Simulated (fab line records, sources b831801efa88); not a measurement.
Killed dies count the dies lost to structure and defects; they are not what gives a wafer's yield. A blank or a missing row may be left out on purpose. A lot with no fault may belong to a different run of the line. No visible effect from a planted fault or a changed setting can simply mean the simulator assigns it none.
Matching of chambers | flow gf180mcu | cmp-02 running GF_V1_CMP_26: 4 sister chambers
The step polishes, stops on SiO2, t overpolish 15 s, target thk 0 nm. 4 wafers are shown with their chamber, then 7 later ones without.

== WAFERS PAIRED WITH THEIR CHAMBERS ==
wafer  | chamber | motor_current_A (A)
L123.4 | 3       | 9.2
L123.6 | 2       | 12.4
L126.1 | 0       | 13.0
L126.4 | 1       | 11.2

== WAFERS WHOSE CHAMBER IS MISSING ==
wafer  | motor_current_A (A)
L126.5 | 9.3
L127.2 | 10.6
L127.3 | 9.4
L127.4 | 12.1
L128.2 | 13.0
L128.4 | 12.0
L128.5 | 12.6

== THE CHAMBER EACH PASSED THROUGH ==
wafer  | from the rows above          | in truth
L126.5 | 3                            | 3
L127.2 | 1                            | 1
L127.3 | 3                            | 3
L127.4 | can't be placed: 2 or 0 or 1 | 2
L128.2 | can't be placed: 0 or 2      | 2
L128.4 | can't be placed: 2 or 1 or 0 | 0
L128.5 | can't be placed: 2 or 0      | 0
Correctly placed: 3 of 7. Unplaceable from these rows: 4, with the true chamber sitting among the candidates in 4. Number placed wrongly: 0.
How it was worked out, from the rows above alone: a wafer's distance from a chamber is the root of the sum, over the readings, of the square of ((its reading less the chamber's mean) divided by the reading's scatter). The wafer belongs to the nearest chamber; if the next one is less than 2 further off, it can't be placed. For every chamber, the mean is computed from those of its wafers that are shown. The scatter (one wafer shown for each chamber): square how far every hidden wafer sits from the nearest shown wafer, average those squares and take the square root.
